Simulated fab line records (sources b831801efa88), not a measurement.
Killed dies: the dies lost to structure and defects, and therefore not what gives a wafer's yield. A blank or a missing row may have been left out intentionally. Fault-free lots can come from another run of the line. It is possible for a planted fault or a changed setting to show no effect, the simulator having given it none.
Struck lot and sound lot, side by side	flow sfq_line	3 steps out of a route of 325
Sound: wafers L172.3, L172.4, L172.5. The struck wafers were L183.1, L183.3, L183.4. Last of all comes the cause.
Order at every step that has rows: each side's tool, ch and its chambers, its first start. Under that, the readings that differ: sound wafers	struck wafers	difference of the means	sigmas: that difference in standard deviations of wafers without a fault.
alike: words and numbers the same on both sides, and readings whose means are apart by under 2 such deviations; not compared: readings that were withheld, readings missing a value for some wafer, numbers with overlapping values and no deviation given by the record, and bounds like >300 which may hide the same value.
A row with sigmas, a row that says differs or no value, or rows on one side alone: a step with any of these is where the two part. Numbers that don't overlap but have no deviation are shown without sigmas and don't part them. A reading missing from all wafers of one side parts the sides only when that side holds two or more wafers.

SFQ_INCOMING_BOW_MEAS_900:
  sound: film_metro-01 at day 2 06:02; struck: film_metro-03 at day 4 13:00
  alike: INCOMING_BOW
SFQ_TRILAYER_INCOMING_OXIDATION_002: target thk 500 nm, ox time 4939 s.
  struck on furnace-01, day 4 13:07; sound on furnace-02 ch 0, day 2 06:07
  no value came back on the struck wafers for ox_temp_c (C), ox_temp_c_max, tube_center_temp_C (C); on the sound wafers ox_temp_c (C) reads 999.6 999.4 1000.1
SFQ_TRILAYER_L0_DEP_SPUTTER_003: material MoNx KI, target thk 40 nm, time 100 s.
  sound: pvd_sputter-05 at day 2 08:29; struck: pvd_sputter-06 at day 4 15:29
  alike: throttle_valve_pct

## WHERE THEY PART
SFQ_TRILAYER_INCOMING_OXIDATION_002 only, going by this record. Later steps at which nothing parts them and some readings are alike: SFQ_TRILAYER_L0_DEP_SPUTTER_003.

WHY: whatever the simulator had introduced
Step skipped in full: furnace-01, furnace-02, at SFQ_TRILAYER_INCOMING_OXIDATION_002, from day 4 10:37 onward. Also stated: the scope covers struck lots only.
